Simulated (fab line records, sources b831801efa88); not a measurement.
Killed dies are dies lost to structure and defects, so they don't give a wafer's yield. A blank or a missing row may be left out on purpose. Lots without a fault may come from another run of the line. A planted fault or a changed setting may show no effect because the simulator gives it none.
One fault seen from 2 desks | flow gf180mcu | each desk has only its own numbers; what lay behind them comes last

THE METROLOGY DESK
What the gauges read, lot by lot, whatever tool the lot ran on: means of the sampled wafers that have a number. A lot is out of limits, marked OUT, if its mean lies more than 4 standard deviations from the usual mean; the brackets give that distance.
Columns: A = INCOMING_BOW at GF_STI_BOW_MEAS_00, usual 0 um; B = VT_IMPLANT_OVL at GF_VT_IMPLANT_OVL_MEAS_07, usual -1.3 nm; C = NWELL_RS at GF_VT_IMPLANT_RS_MEAS_47, usual 488.5 ohm/sq; D = LVPWELL_RS at GF_VT_IMPLANT_RS_MEAS_48, usual 1197.5 ohm/sq
lot  | first seen here | A  | B    | C                | D
L818 | day 1 10:00     | 0  | -1.3 | 490.0            | 1198.6
L820 | day 1 20:02     | 4  | -4.3 | 486.8            | 1194.0
L821 | day 2 01:00     | 4  | -2.8 | 489.7            | 1196.5
L825 | day 2 21:02     | 6  | -1.6 | 488.4            | 1197.8
L827 | day 3 07:01     | -1 | -2.4 | 488.8            | 1199.6
L828 | day 3 12:01     | 1  | -2.0 | 487.0            | 1196.2
L833 | day 4 13:00     | 5  | -0.7 | 497.3 (+6.7) OUT | 1198.6
L836 | day 5 04:00     | 4  | 0.5  | 498.7 (+7.8) OUT | 1201.0
L837 | day 5 09:00     | -3 | -1.7 | 488.4            | 1197.5
L838 | day 5 14:01     | 2  | 0.4  | 489.1            | 1197.8
L840 | day 6 00:01     | -8 | 0.2  | 489.6            | 1198.0
This desk's finding: out of limits on L833, L836; first on L833, day 11 17:47 (NWELL_RS at GF_VT_IMPLANT_RS_MEAS_47). In limits: L818, L820, L821, L825, L827, L828, L837, L838, L840.

THE TOOL OWNER'S DESK: implanter-04
The tool's own readings at GF_NWELL_IMPLANT_08: means of the sampled wafers that have a number, for each lot that ran on this tool. A lot is out of limits, marked OUT, if its mean lies more than 4 standard deviations from the usual mean; the brackets give that distance.
Columns: A = beam_energy_keV at GF_NWELL_IMPLANT_08, usual 450.04; B = beam_on_s at GF_NWELL_IMPLANT_08, usual 10.03 s; C = faraday_current_uA at GF_NWELL_IMPLANT_08, usual 84.3
lot  | first seen here | A                        | B     | C
L818 | day 3 08:13     | 450.08                   | 10.08 | 83.7
L825 | day 4 22:21     | 450.02                   | 10.24 | 82.5
L827 | day 5 13:01     | 449.92                   | 10.16 | 83.6
L833 | day 6 17:44     | 407.12 (-99 or more) OUT | 10.18 | 82.8
L836 | day 7 09:10     | 407.25 (-99 or more) OUT | 9.89  | 85.6
This desk's finding: out of limits on L833, L836; first on L833, day 6 17:44 (beam_energy_keV at GF_NWELL_IMPLANT_08). In limits: L818, L825, L827.

PUT TOGETHER
The tool owner's desk could have raised an alarm at day 6 17:44, on L833, L836.
The metrology desk could have raised an alarm at day 11 17:47, on L833, L836.
Of the lots named, all ran GF_NWELL_IMPLANT_08 on implanter-04.

WHAT THE SIMULATOR HAD PUT IN
Process parameter drift: implanter-04, from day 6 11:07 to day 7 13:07, at GF_NWELL_IMPLANT_08. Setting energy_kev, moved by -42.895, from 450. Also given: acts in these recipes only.
Lots struck among those shown: L833, L836.
Hours from the fault's start to each desk's first reading out of limits: the tool owner's desk, 7; the metrology desk, 127.
